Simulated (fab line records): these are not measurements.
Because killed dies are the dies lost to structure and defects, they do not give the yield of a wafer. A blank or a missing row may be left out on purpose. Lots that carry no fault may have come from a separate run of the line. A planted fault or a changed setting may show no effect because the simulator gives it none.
One fault seen from 2 desks | flow sky130 | what lay behind the numbers comes last; until then each desk has only its own

== AT THE TOOL OWNER'S DESK: cvd w-02 ==
The tool's own readings at SKY_CONTACT_CVD_24 (deposits W, target thk 340 nm, time 102.12 s): means of the sampled wafers that have a number, for each lot that ran on this tool. Any lot whose mean is over 4 standard deviations away from the usual mean is out of limits and marked OUT; that distance is given in the brackets.
Columns: A = heater power w at SKY_CONTACT_CVD_24, usual 819 W; B = susceptor temp C at SKY_CONTACT_CVD_24, usual 400.00 C
lot  | first seen here | A   | B
L124 | day 31 20:14    | 917 | 399.95
L132 | day 35 06:01    | 835 | 399.99
L137 | day 37 18:05    | 791 | 399.99
L140 | day 37 19:32    | 798 | 400.11
L141 | day 37 20:58    | 852 | 400.05
L143 | day 38 10:48    | 878 | 399.99
This desk's finding: nothing out of limits on any of the 6 lots.

== AT THE METROLOGY DESK ==
Lot by lot, what the gauges showed, no matter which tool ran the lot: averages of those sampled wafers that carry a number. Any lot whose mean is over 4 standard deviations away from the usual mean is out of limits and marked OUT; that distance is given in the brackets.
Columns: A = CONTACT_BOW at SKY_CONTACT_BOW_MEAS_05, usual 81 um; B = CONTACT_W_RS at SKY_CONTACT_RS_MEAS_25, usual 0.337 ohm/sq; C = CONTACT_W_THK at SKY_CONTACT_THK_MEAS_26, usual 346 nm
lot  | first seen here | A  | B                | C
L123 | day 29 01:08    | 87 | 0.338            | 348
L124 | day 30 15:23    | 78 | 0.332            | 349
L125 | day 31 08:56    | 83 | 0.336            | 352
L132 | day 34 03:26    | 86 | 0.335            | 346
L133 | day 34 08:50    | 75 | 0.338            | 347
L136 | day 36 12:31    | 82 | 0.336            | 352
L138 | day 36 13:29    | 86 | 0.336            | 345
L137 | day 36 15:17    | 81 | 0.336            | 344
L140 | day 36 15:58    | 69 | 0.368 (+9.0) OUT | 318 (-6.1) OUT
L141 | day 36 16:56    | 80 | 0.373 (+11) OUT  | 314 (-7.0) OUT
L143 | day 37 09:03    | 79 | 0.365 (+8.1) OUT | 322 (-5.2) OUT
This desk's finding: out of limits on L140, L141, L143; first on L140, day 37 19:40 (CONTACT_W_RS at SKY_CONTACT_RS_MEAS_25). Within limits: L123, L124, L125, L132, L133, L136, L138, L137.

== BROUGHT TOGETHER ==
At day 37 19:40 the metrology desk could have sounded an alarm, on L140, L141, L143.
Nothing out of limits was seen by the tool owner's desk.
On record at the tool owner's desk: L140, L141, L143, within its limits.
SKY_CONTACT_CVD_24 was run on cvd w-02 by each of the lots named.

== WHAT WAS PUT IN BY THE SIMULATOR ==
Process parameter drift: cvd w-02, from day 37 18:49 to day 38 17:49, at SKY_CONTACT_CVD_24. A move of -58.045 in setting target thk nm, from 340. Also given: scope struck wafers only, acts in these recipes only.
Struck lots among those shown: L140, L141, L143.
Per desk, hours elapsed from the start of the fault to the first reading out of limits: for the metrology desk, 1.
